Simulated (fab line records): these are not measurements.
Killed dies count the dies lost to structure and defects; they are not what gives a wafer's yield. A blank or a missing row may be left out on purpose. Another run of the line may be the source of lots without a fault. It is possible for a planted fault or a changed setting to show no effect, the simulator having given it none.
fab line records	flow sky130
record: lots: 12	wafers: 35	last_day: 50
route steps=708 shown CAPM@540 METAL3@569 VIA3@585 PAD_OPEN@708
lots that met no fault: taken from a fault-free run of the same line
start_h: hours from the record's opening day to when the first of the lot's shown wafers began	wait_h: hours from the lot's prior step to this one	" identical to the entry in the row above	L1.1+2: one row covering several wafers at once	- no value present, or no start provided	* or withheld: withheld	< > ~ a bound
route shown NAME@n: a module of which the file shows steps, and the number in the route of the first	usual: mean/standard deviation taken from wafers without a fault	same: alike in all rows	chamber/n: place in a boat	sites: the reading at each site	_std_site: their standard deviation	_edge_site: outer sites' mean less inner sites'	radius_mm: how far each site lies from the wafer's centre	mask NAME#n: copy n	behind: tool/chamber where the wafer was last shaped	hold: why the lot was held/for how many hours/how that ended	device: which transistor (n, p or np) failed to switch	end of line: tests run on the same wafers once the route is complete	a step given without rows: its recipe and nothing more	killed: the dies lost at the first sort to structure and to defects; this is not the yield of the wafer	map: the dies of a wafer, with x for killed, . for not killed, _ for no die there
set.NAME: setting as actually run; set.NAME@STEP: the setting as run at that earlier step	model.NAME: the simulator's own value behind a step, which no gauge read
the route's steps for a sample of lots (tables are steps, rows are wafers)
services: the hour from which a tool's chamber was out of use, counted from the record's first day as start_h (under 0 if before that day), plus the number of hours and why
== steps ==
step: SKY_CAPM_RS_MEAS_03
recipe: thk_meas_gauge: four-point-probe	reads: TiN_of_CAPM_SPUTTER_02
usual: CAPM_TIN_RS: 6.91/0.077
lot.wafer	tool	chamber	start_h	wait_h	CAPM_TIN_RS[ohm/sq]
L986.1	film_metro-02	-	870.15	0.1	6.91
L986.4	"	-	"	"	6.90
L986.6	"	-	"	"	6.81
L987.2	film_metro-04	-	883.73	0.1	7.02
L987.3	"	-	"	"	6.87
L987.4	"	-	"	"	6.92
L989.1	film_metro-01	-	906.91	0.1	6.95
L989.4	"	-	"	"	6.96
L989.6	"	-	"	"	6.84
L993.2	film_metro-04	-	934.41	0.1	6.91
L993.4	"	-	"	"	6.89
L993.6	"	-	"	"	6.85
L997.1	film_metro-04	-	950.70	0.1	6.74
L997.3	"	-	"	"	6.80
L997.4	"	-	"	"	6.88
L998.1	film_metro-04	-	966.59	0.1	6.91
L998.2	"	-	"	"	6.92
L998.3	"	-	"	"	6.85
L999.2	film_metro-04	-	972.60	0.1	7.05
L999.4	"	-	"	"	6.88
L999.6	"	-	"	"	6.89
L100.3	film_metro-04	-	976.88	0.1	6.99
L100.6	"	-	"	"	7.07
L102.3	film_metro-04	-	981.72	0.1	6.80
L102.4	"	-	"	"	7.01
L102.6	"	-	"	"	6.88
L103.1	film_metro-01	-	988.96	0.1	6.96
L103.4	"	-	"	"	6.96
L103.5	"	-	"	"	6.98
L105.2	film_metro-01	-	1004.41	0.1	6.81
L105.4	"	-	"	"	6.86
L105.5	"	-	"	"	6.85
L106.1	film_metro-04	-	1010.17	0.1	6.77
L106.3	"	-	"	"	6.81
L106.6	"	-	"	"	6.77
step: SKY_METAL3_STRIP_19
recipe: chemistry: O2/N2	power_w: 1400	pressure_mtorr: 1500	platen_temp_c: withheld	o2_flow_sccm: 3000	n2_flow_sccm: 300	overash_fraction: 0.5
usual: drypump_motor_current_A: 5.94/0.26	o2_flow_sccm: 3000/9.3	oes_product_au: 0.503/0.0058	strip_time_to_endpoint_s: 6.53/0.075
lot.wafer	tool	chamber	start_h	wait_h	drypump_motor_current_A	o2_flow_sccm	oes_product_au	rf_hours_counter_h	strip_time_to_endpoint_s
L986.1	plasma_asher-02	0	921.43	0.1	5.75	2992	0.511	47	6.52
L986.4	"	1	"	"	6.27	3002	0.508	-	6.56
L986.6	"	0	"	"	5.72	3001	0.500	-	6.48
L987.2	plasma_asher-01	1	934.34	0.1	5.69	2995	0.505	18	6.64
L987.3	"	0	"	"	5.95	3016	0.512	-	6.62
L987.4	"	1	"	"	5.67	2999	0.507	-	6.59
L989.1	plasma_asher-01	1	956.64	0.1	5.69	2995	0.504	20	6.53
L989.4	"	1	"	"	5.69	3006	0.497	-	6.56
L989.6	"	1	"	"	5.68	2995	0.506	-	6.55
L993.2	plasma_asher-01	0	983.07	0.1	5.92	3001	0.504	23	6.57
L993.4	"	1	"	"	5.68	2972	0.509	-	6.51
L993.6	"	0	"	"	5.92	3003	0.505	-	6.52
L997.1	plasma_asher-02	1	999.44	0.1	6.24	3005	0.504	55	6.55
L997.3	"	1	"	"	6.26	3011	0.498	-	6.50
L997.4	"	0	"	"	5.77	3010	0.500	-	6.56
L998.1	plasma_asher-01	0	1016.16	0.4	5.92	3011	0.496	26	6.45
L998.2	"	1	"	"	5.68	3000	0.489	26	6.46
L998.3	"	0	"	"	5.95	2996	0.494	-	6.45
L999.2	plasma_asher-01	0	1020.57	0.2	5.93	3008	0.504	27	6.48
L999.4	"	0	"	"	5.95	2991	0.498	-	6.40
L999.6	"	0	"	"	5.94	2996	0.502	-	6.41
L100.3	plasma_asher-02	1	1025.00	0.2	6.28	2979	0.508	-	6.62
L100.6	"	0	"	"	5.72	2985	0.504	-	6.60
L102.3	plasma_asher-01	1	1029.28	0.1	5.69	3010	0.499	-	6.47
L102.4	"	0	"	"	5.94	3001	0.502	-	6.43
L102.6	"	1	"	"	5.69	3003	0.505	-	6.44
L103.1	plasma_asher-04	1	1035.54	0.1	6.45	3005	0.500	86	6.47
L103.4	"	0	"	"	5.91	3006	0.505	-	6.53
L103.5	"	0	"	"	5.94	3005	0.503	-	6.47
L105.2	plasma_asher-04	1	1051.59	0.1	6.44	3008	0.502	89	6.54
L105.4	"	0	"	"	5.90	3002	0.511	-	6.58
L105.5	"	1	"	"	6.44	3014	0.513	-	6.71
L106.1	plasma_asher-04	1	1055.32	0.1	6.46	3005	0.497	89	6.50
L106.3	"	1	"	"	6.45	3008	0.499	-	6.57
L106.6	"	1	"	"	6.43	3002	0.509	-	6.54
step: SKY_VIA3_CD_MEAS_12
recipe: target_cd_nm: 200
usual: cd_nm: 200.1/1.3
lot.wafer	tool	chamber	start_h	wait_h	cd_nm
L986.1	cd_sem-01	-	946.91	-	200.7
L986.4	"	-	"	"	199.8
L986.6	"	-	"	"	198.9
L987.2	cd_sem-02	-	960.43	-	198.5
L987.3	"	-	"	"	198.4
L987.4	"	-	"	"	199.4
L989.1	cd_sem-01	-	982.26	-	203.2
L989.4	"	-	"	"	202.3
L989.6	"	-	"	"	200.8
L993.2	cd_sem-01	-	1007.73	-	198.6
L993.4	"	-	"	"	199.2
L993.6	"	-	"	"	198.4
L997.1	cd_sem-02	-	1023.59	-	199.1
L997.3	"	-	"	"	200.3
L997.4	"	-	"	"	200.2
L998.1	cd_sem-02	-	1039.91	-	199.4
L998.2	"	-	"	"	198.7
L998.3	"	-	"	"	199.1
L999.2	cd_sem-02	-	1044.18	-	199.2
L999.4	"	-	"	"	199.4
L999.6	"	-	"	"	198.9
L100.3	cd_sem-02	-	1048.58	-	197.8
L100.6	"	-	"	"	198.5
L102.3	cd_sem-01	-	1052.45	-	201.6
L102.4	"	-	"	"	201.6
L102.6	"	-	"	"	202.8
L103.1	cd_sem-02	-	1058.76	-	203.3
L103.4	"	-	"	"	202.9
L103.5	"	-	"	"	200.1
L105.2	cd_sem-02	-	1074.43	-	197.6
L105.4	"	-	"	"	198.4
L105.5	"	-	"	"	199.3
L106.1	cd_sem-02	-	1077.51	-	201.1
L106.3	"	-	"	"	198.8
L106.6	"	-	"	"	201.3
step: SKY_VIA3_STRIP_17
recipe: chemistry: post_etch_residue_remover	time_s: 1200	temp_c: 72.5
usual: bath_guard_temp_C: 72.2/0.58
lot.wafer	tool	chamber	start_h	wait_h	bath_guard_temp_C
L986.1	wet_bench-02	2	947.27	0.1	71.1
L986.4	"	2	"	"	71.5
L986.6	"	2	"	"	71.1
L987.2	wet_bench-02	3	960.77	0.1	72.5
L987.3	"	3	"	"	72.2
L987.4	"	3	"	"	72.1
L989.1	wet_bench-02	2	982.62	0.1	70.7
L989.4	"	2	"	"	71.2
L989.6	"	2	"	"	70.9
L993.2	wet_bench-03	1	1008.07	0.1	72.2
L993.4	"	1	"	"	72.6
L993.6	"	1	"	"	72.5
L997.1	wet_bench-01	1	1023.95	0.1	72.4
L997.3	"	1	"	"	72.0
L997.4	"	1	"	"	72.4
L998.1	wet_bench-03	1	1040.27	0.1	72.5
L998.2	"	1	"	"	72.4
L998.3	"	1	"	"	72.9
L999.2	wet_bench-03	0	1044.52	0.1	72.4
L999.4	"	0	"	"	72.8
L999.6	"	0	"	"	72.5
L100.3	wet_bench-03	0	1048.90	0.0	72.7
L100.6	"	0	"	"	72.2
L102.3	wet_bench-03	2	1052.77	0.0	71.8
L102.4	"	2	"	"	71.9
L102.6	"	2	"	"	71.5
L103.1	wet_bench-01	1	1059.12	0.1	72.6
L103.4	"	1	"	"	72.2
L103.5	"	1	"	"	72.1
L105.2	wet_bench-03	2	1074.77	0.1	71.3
L105.4	"	2	"	"	71.8
L105.5	"	2	"	"	71.7
L106.1	wet_bench-03	1	1077.87	0.1	72.7
L106.3	"	1	"	"	72.3
L106.6	"	1	"	"	72.5
step: SKY_PAD_OPEN_PROBE_99
usual: defect_limited_yield: 82.6/1.8	killed_at_M0_to_M3: 43/6.3	killed_at_M4_up: 3.0/1.6	killed_at_contacts: 25/5	killed_at_front_end: 15/4.4	killed_at_other: 0.3/0.8	killed_dies: 85/8.7	killed_on_rim: 17/3.7	killed_open: 47/6.9	killed_short: 38/6.3	sort_bin_3_pad_short: 0.9/0.39	sort_bin_5_function: 10.3/1.3	sort_bin_6_memory: 6.2/1.1	sort_n_pass: 407/8.8	sort_yield_pct: 82.6/1.8
same: gross_dies: 492	killed_at_back_side: 0	sort_bin_4_leakage[%]: 0	sort_bin_8_speed[%]: 0
lot.wafer	tool	chamber	start_h	wait_h	defect_limited_yield[%]	killed_at_M0_to_M3	killed_at_M4_up	killed_at_contacts	killed_at_front_end	killed_at_other	killed_dies	killed_on_rim	killed_open	killed_short	sort_bin_3_pad_short[%]	sort_bin_5_function[%]	sort_bin_6_memory[%]	sort_n_pass	sort_yield_pct[%]
L986.1	prober-02	-	1093.67	0.1	81.3	51	4	21	15	1	92	21	52	40	0.6	10.8	7.3	400	81.3
L986.4	prober-02	-	1093.82	0.2	82.5	44	1	27	14	0	86	23	50	36	1.6	12.2	3.7	406	82.5
L986.6	prober-02	-	1093.92	0.2	85.4	28	1	24	19	0	72	8	45	27	0.4	8.9	5.3	420	85.4
L987.2	prober-01	-	1101.13	0.1	80.1	52	5	24	16	1	98	18	51	47	0.4	11.6	7.9	394	80.1
L987.3	prober-01	-	1101.18	0.2	80.3	51	5	17	24	0	97	18	46	51	1.2	12.2	6.3	395	80.3
L987.4	prober-01	-	1101.23	0.2	82.7	35	3	27	20	0	85	14	42	43	1.0	10.4	5.9	407	82.7
L989.1	prober-02	-	1121.61	0.1	75.0	77	3	25	17	1	123	27	51	39	3.3	14.6	7.1	369	75.0
L989.4	prober-02	-	1121.76	0.2	75.6	74	4	28	14	0	120	25	55	31	2.0	15.0	7.3	372	75.6
L989.6	prober-02	-	1121.86	0.2	76.8	72	1	23	18	0	114	28	44	34	2.8	13.4	6.9	378	76.8
L993.2	prober-02	-	1142.86	0.1	80.3	37	7	36	16	1	97	14	58	39	0.6	11.8	7.3	395	80.3
L993.4	prober-02	-	1142.96	0.2	82.5	35	2	24	22	3	86	19	55	29	0.6	10.2	6.7	406	82.5
L993.6	prober-02	-	1143.06	0.2	82.3	45	1	30	10	1	87	16	49	38	0.8	9.6	7.3	405	82.3
L997.1	prober-01	-	1157.17	0.1	81.9	49	3	22	15	0	89	13	45	44	0.8	9.1	8.1	403	81.9
L997.3	prober-01	-	1157.27	0.2	83.1	41	1	23	18	0	83	21	34	49	1.4	8.7	6.7	409	83.1
L997.4	prober-01	-	1157.32	0.2	85.6	42	1	22	6	0	71	11	45	26	0.4	9.6	4.5	421	85.6
L998.1	prober-01	-	1167.78	0.1	86.4	27	1	22	17	0	67	13	31	36	1.2	8.5	3.9	425	86.4
L998.2	prober-01	-	1167.83	0.1	80.7	50	4	23	18	0	95	18	50	45	0.4	11.4	7.5	397	80.7
L998.3	prober-01	-	1167.88	0.2	82.1	42	4	32	10	0	88	8	48	40	1.0	10.6	6.3	404	82.1
L999.2	prober-01	-	1171.86	0.1	83.9	37	4	29	9	0	79	17	51	28	0.4	9.8	5.9	413	83.9
L999.4	prober-01	-	1171.96	0.2	83.9	48	1	22	8	0	79	12	48	31	0.6	10.2	5.3	413	83.9
L999.6	prober-01	-	1172.06	0.2	80.9	43	2	33	16	0	94	17	54	40	1.2	10.4	7.5	398	80.9
L100.3	prober-01	-	1175.88	0.2	85.0	35	2	23	14	0	74	12	42	32	0.8	9.3	4.9	418	85.0
L100.6	prober-01	-	1176.03	0.2	84.8	46	4	17	8	0	75	18	51	24	0.4	7.9	6.9	417	84.8
L102.3	prober-02	-	1179.13	0.2	83.3	39	4	21	17	1	82	14	42	40	1.0	10.6	5.1	410	83.3
L102.4	prober-02	-	1179.18	0.2	81.1	43	4	29	16	1	93	21	39	54	1.0	11.4	6.5	399	81.1
L102.6	prober-02	-	1179.28	0.2	81.5	56	3	21	11	0	91	19	39	52	1.2	11.0	6.3	401	81.5
L103.1	prober-02	-	1182.12	0.1	84.8	42	2	19	9	3	75	12	44	31	0.8	8.7	5.7	417	84.8
L103.4	prober-02	-	1182.27	0.2	81.9	46	4	27	12	0	89	19	59	30	0.2	10.8	7.1	403	81.9
L103.5	prober-02	-	1182.32	0.2	80.3	45	5	31	16	0	97	21	56	41	1.6	11.2	6.9	395	80.3
L105.2	prober-02	-	1195.82	0.1	85.2	36	4	24	9	0	73	14	36	37	1.2	8.1	5.5	419	85.2
L105.4	prober-02	-	1195.92	0.2	82.7	42	2	29	12	0	85	20	47	38	1.0	8.5	7.7	407	82.7
L105.5	prober-02	-	1195.97	0.2	83.3	46	5	21	10	0	82	14	42	40	0.4	10.0	6.3	410	83.3
L106.1	prober-02	-	1196.58	0.1	82.7	41	3	28	13	0	85	16	40	45	0.2	11.0	6.1	407	82.7
L106.3	prober-02	-	1196.68	0.2	84.1	35	1	23	19	0	78	15	46	32	0.8	9.3	5.7	414	84.1
L106.6	prober-02	-	1196.83	0.2	83.7	43	2	26	9	0	80	16	41	39	1.2	9.3	5.7	412	83.7
killed by level:class
L986.1 VIA1:geometric_particle:open=18 CONTACT:geometric_particle:open=8 FIELD_ISO:geometric_particle:open=7 CONTACT:geometric_particle:short=6 METAL1:geometric_particle:short=6 LI_CONTACT:geometric_particle:open=5 METAL2:geometric_particle:short=5 VIA2:geometric_particle:open=5
L986.4 LI_CONTACT:geometric_particle:open=10 VIA2:geometric_particle:open=9 CONTACT:geometric_particle:open=7 METAL2:geometric_particle:short=7 VIA3:geometric_particle:open=6 VIA1:geometric_particle:open=6 FIELD_ISO:geometric_particle:short=5 LI_CONTACT:geometric_particle:short=5
L986.6 CONTACT:geometric_particle:open=7 VIA1:geometric_particle:open=7 LI_CONTACT:geometric_particle:open=6 VIA3:geometric_particle:open=6 FIELD_ISO:geometric_particle:open=5 FIELD_ISO:geometric_particle:short=5 POLY_GATE:geometric_particle:open=4 METAL2:geometric_particle:short=4
L987.2 CONTACT:geometric_particle:open=11 METAL2:geometric_particle:short=10 VIA3:geometric_particle:open=9 FIELD_ISO:geometric_particle:open=8 VIA1:geometric_particle:open=8 VIA1:geometric_particle:short=7 METAL1:geometric_particle:short=5 VIA2:geometric_particle:short=5
L987.3 VIA1:geometric_particle:open=9 VIA3:geometric_particle:open=9 LOCAL_INTERCONNECT:geometric_particle:short=7 FIELD_ISO:geometric_particle:short=6 VIA1:geometric_particle:short=6 METAL2:geometric_particle:short=6 POLY_GATE:geometric_particle:open=5 METAL1:geometric_particle:short=5
L987.4 VIA1:geometric_particle:open=9 LI_CONTACT:geometric_particle:open=7 METAL2:geometric_particle:short=7 FIELD_ISO:geometric_particle:short=6 CONTACT:geometric_particle:open=6 LOCAL_INTERCONNECT:geometric_particle:short=5 VIA3:geometric_particle:open=5 POLY_CUT:geometric_particle:open=4
L989.1 VIA3:unspecified=33 VIA1:geometric_particle:open=11 LI_CONTACT:geometric_particle:open=9 METAL2:geometric_particle:short=8 VIA3:geometric_particle:open=7 CONTACT:geometric_particle:open=5 CONTACT:geometric_particle:short=5 VIA2:geometric_particle:open=5
L989.4 VIA3:unspecified=34 LI_CONTACT:geometric_particle:open=12 VIA1:geometric_particle:open=10 VIA1:geometric_particle:short=6 CONTACT:geometric_particle:open=6 VIA3:geometric_particle:open=6 LOCAL_INTERCONNECT:geometric_particle:short=5 VIA2:geometric_particle:open=5
L989.6 VIA3:unspecified=36 VIA1:geometric_particle:open=10 CONTACT:geometric_particle:open=7 METAL2:geometric_particle:short=7 LOCAL_INTERCONNECT:geometric_particle:short=6 POLY_GATE:geometric_particle:open=6 FIELD_ISO:geometric_particle:short=5 FIELD_ISO:geometric_particle:open=5
L993.2 CONTACT:geometric_particle:open=14 LI_CONTACT:geometric_particle:open=11 VIA3:geometric_particle:open=7 VIA2:geometric_particle:open=6 METAL3:geometric_particle:short=5 LOCAL_INTERCONNECT:geometric_particle:short=4 VIA1:geometric_particle:open=4 METAL1:geometric_particle:short=4
L993.4 VIA3:geometric_particle:open=10 VIA1:geometric_particle:open=9 POLY_GATE:geometric_particle:open=7 LOCAL_INTERCONNECT:geometric_particle:short=7 CONTACT:geometric_particle:open=6 LI_CONTACT:geometric_particle:open=6 FIELD_ISO:geometric_particle:open=5 POLY_GATE:geometric_particle:short=5
L993.6 CONTACT:geometric_particle:open=9 CONTACT:geometric_particle:short=8 VIA2:geometric_particle:open=8 LI_CONTACT:geometric_particle:open=7 VIA1:geometric_particle:open=7 VIA3:geometric_particle:short=7 VIA3:geometric_particle:open=6 POLY_GATE:geometric_particle:open=5
L997.1 CONTACT:geometric_particle:open=11 VIA3:geometric_particle:open=8 VIA1:geometric_particle:short=7 METAL2:geometric_particle:short=6 METAL1:geometric_particle:short=6 VIA1:geometric_particle:open=6 POLY_GATE:geometric_particle:short=5 LOCAL_INTERCONNECT:geometric_particle:short=5
L997.3 FIELD_ISO:geometric_particle:short=9 CONTACT:geometric_particle:short=7 VIA3:geometric_particle:open=6 VIA2:geometric_particle:open=6 LI_CONTACT:geometric_particle:open=5 CONTACT:geometric_particle:open=5 VIA1:geometric_particle:open=5 VIA2:geometric_particle:short=5
L997.4 VIA1:geometric_particle:open=10 CONTACT:geometric_particle:open=9 VIA2:geometric_particle:open=7 LI_CONTACT:geometric_particle:open=6 VIA3:geometric_particle:open=6 METAL1:geometric_particle:short=5 VIA1:geometric_particle:short=5 FIELD_ISO:geometric_particle:open=3
L998.1 FIELD_ISO:geometric_particle:short=7 CONTACT:geometric_particle:open=7 LI_CONTACT:geometric_particle:open=6 VIA3:geometric_particle:short=5 FIELD_ISO:geometric_particle:open=4 LI_CONTACT:geometric_particle:short=4 VIA1:geometric_particle:short=4 VIA2:geometric_particle:open=4
L998.2 VIA1:geometric_particle:open=13 VIA3:geometric_particle:open=11 CONTACT:geometric_particle:open=9 LOCAL_INTERCONNECT:geometric_particle:short=6 VIA1:geometric_particle:short=5 METAL1:geometric_particle:short=5 POLY_GATE:geometric_particle:short=4 METAL4:geometric_particle:short=4
L998.3 LI_CONTACT:geometric_particle:open=14 VIA1:geometric_particle:open=11 CONTACT:geometric_particle:open=7 METAL2:geometric_particle:short=7 VIA1:geometric_particle:short=5 FIELD_ISO:geometric_particle:open=4 VIA3:geometric_particle:open=4 CONTACT:geometric_particle:short=4
L999.2 CONTACT:geometric_particle:open=12 LI_CONTACT:geometric_particle:open=9 VIA1:geometric_particle:open=7 METAL2:geometric_particle:short=5 VIA2:geometric_particle:open=5 VIA3:geometric_particle:open=4 LOCAL_INTERCONNECT:geometric_particle:short=3 CONTACT:geometric_particle:short=3
L999.4 VIA1:geometric_particle:open=13 VIA2:geometric_particle:open=9 LI_CONTACT:geometric_particle:short=6 LI_CONTACT:geometric_particle:open=5 CONTACT:geometric_particle:short=5 VIA3:geometric_particle:open=5 FIELD_ISO:geometric_particle:open=4 VIA1:geometric_particle:short=4
L999.6 CONTACT:geometric_particle:open=15 VIA1:geometric_particle:open=9 METAL2:geometric_particle:short=6 POLY_GATE:geometric_particle:open=5 LI_CONTACT:geometric_particle:open=5 VIA2:geometric_particle:open=5 VIA3:geometric_particle:short=5 FIELD_ISO:geometric_particle:open=4
L100.3 CONTACT:geometric_particle:open=9 LI_CONTACT:geometric_particle:open=6 LOCAL_INTERCONNECT:geometric_particle:short=6 VIA2:geometric_particle:open=6 VIA3:geometric_particle:open=6 FIELD_ISO:geometric_particle:short=4 METAL1:geometric_particle:short=4 VIA1:geometric_particle:open=4
L100.6 VIA1:geometric_particle:open=13 VIA3:geometric_particle:open=11 METAL1:geometric_particle:short=6 CONTACT:geometric_particle:open=5 VIA2:geometric_particle:open=4 FIELD_ISO:geometric_particle:open=3 POLY_GATE:geometric_particle:short=3 LI_CONTACT:geometric_particle:open=3
L102.3 VIA1:geometric_particle:open=12 CONTACT:geometric_particle:open=7 VIA1:geometric_particle:short=7 CONTACT:geometric_particle:short=6 FIELD_ISO:geometric_particle:open=5 POLY_GATE:geometric_particle:open=5 VIA3:geometric_particle:open=4 METAL4:geometric_particle:short=4
L102.4 CONTACT:geometric_particle:open=11 VIA1:geometric_particle:short=11 VIA1:geometric_particle:open=9 CONTACT:geometric_particle:short=8 METAL1:geometric_particle:short=7 LOCAL_INTERCONNECT:geometric_particle:short=5 SPACER:geometric_particle:open=4 VIA3:geometric_particle:open=4
L102.6 VIA1:geometric_particle:open=13 CONTACT:geometric_particle:open=9 METAL1:geometric_particle:short=9 LOCAL_INTERCONNECT:geometric_particle:short=7 VIA1:geometric_particle:short=7 VIA3:geometric_particle:short=7 FIELD_ISO:geometric_particle:short=5 VIA3:geometric_particle:open=5
L103.1 VIA1:geometric_particle:open=10 VIA2:geometric_particle:open=7 VIA3:geometric_particle:open=7 FIELD_ISO:geometric_particle:open=5 LI_CONTACT:geometric_particle:open=5 CONTACT:geometric_particle:open=5 METAL1:geometric_particle:short=5 METAL2:geometric_particle:short=4
L103.4 CONTACT:geometric_particle:open=12 VIA1:geometric_particle:open=12 VIA2:geometric_particle:open=11 VIA3:geometric_particle:open=9 LI_CONTACT:geometric_particle:open=8 VIA1:geometric_particle:short=6 LOCAL_INTERCONNECT:geometric_particle:short=3 FIELD_ISO:geometric_particle:open=3
L103.5 CONTACT:geometric_particle:open=14 VIA1:geometric_particle:open=12 METAL1:geometric_particle:short=8 VIA2:geometric_particle:open=8 LI_CONTACT:geometric_particle:open=7 METAL2:geometric_particle:short=6 VIA3:geometric_particle:open=6 POLY_GATE:geometric_particle:short=5
L105.2 CONTACT:geometric_particle:open=14 VIA1:geometric_particle:open=7 METAL2:geometric_particle:short=6 CONTACT:geometric_particle:short=5 FIELD_ISO:geometric_particle:short=4 METAL1:geometric_particle:short=4 VIA2:geometric_particle:open=4 LI_CONTACT:geometric_particle:open=3
L105.4 CONTACT:geometric_particle:open=16 VIA1:geometric_particle:open=11 CONTACT:geometric_particle:short=6 METAL1:geometric_particle:short=6 VIA1:geometric_particle:short=5 VIA2:geometric_particle:open=4 VIA3:geometric_particle:short=4 VIA3:geometric_particle:open=4
L105.5 VIA1:geometric_particle:open=15 LI_CONTACT:geometric_particle:open=6 CONTACT:geometric_particle:open=6 METAL1:geometric_particle:short=5 VIA3:geometric_particle:open=5 VIA1:geometric_particle:short=5 VIA3:geometric_particle:short=5 LOCAL_INTERCONNECT:geometric_particle:short=4
L106.1 CONTACT:geometric_particle:open=9 LOCAL_INTERCONNECT:geometric_particle:short=9 VIA1:geometric_particle:open=9 VIA3:geometric_particle:open=8 LI_CONTACT:geometric_particle:open=5 METAL3:geometric_particle:short=5 VIA3:geometric_particle:short=5 POLY_GATE:geometric_particle:open=4
L106.3 LI_CONTACT:geometric_particle:open=10 POLY_GATE:geometric_particle:open=8 CONTACT:geometric_particle:open=6 VIA3:geometric_particle:open=6 VIA1:geometric_particle:open=6 POLY_GATE:geometric_particle:short=5 METAL1:geometric_particle:short=5 METAL2:geometric_particle:short=5
L106.6 CONTACT:geometric_particle:open=9 VIA2:geometric_particle:open=7 VIA1:geometric_particle:open=7 LI_CONTACT:geometric_particle:open=7 METAL2:geometric_particle:short=7 LOCAL_INTERCONNECT:geometric_particle:short=5 METAL1:geometric_particle:short=4 METAL3:geometric_particle:short=4
== services ==
tool	chamber	start_h	hours	kind
plasma_asher-01	-	900.58	6.9	repair
plasma_asher-04	-	910.00	14.6	pm
wet_bench-03	-	965.71	19.5	repair
wet_bench-03	-	1002.05	1.9	pm
plasma_asher-04	-	1012.14	22.7	repair
plasma_asher-01	-	1032.50	28.1	pm
plasma_asher-02	-	1033.62	1.5	repair
wet_bench-01	-	1052.42	1.1	repair
== key ==
first_sign: step: SKY_PAD_OPEN_PROBE_99	reading: killed_at_M0_to_M3	direction: up	sigmas: 5	usual: 43	struck: 74
effect: step: SKY_PAD_OPEN_PROBE_99	reading: sort_bin_3_pad_short	direction: up	sigmas: 4.6	usual: 0.9	struck: 2.7
met_at SKY_VIA3_STRIP_17
struck_lots L989
not_acting_at SKY_CAPM_RS_MEAS_03,SKY_METAL3_STRIP_19,SKY_VIA3_CD_MEAS_12
onset_between 960.77 982.62
fault: kind: chamber_particle_source	tool: wet_bench-02	chamber: -	onset_h: 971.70	steps: SKY_VIA3_STRIP_17	rate_per_visit_cm2: 1.4094
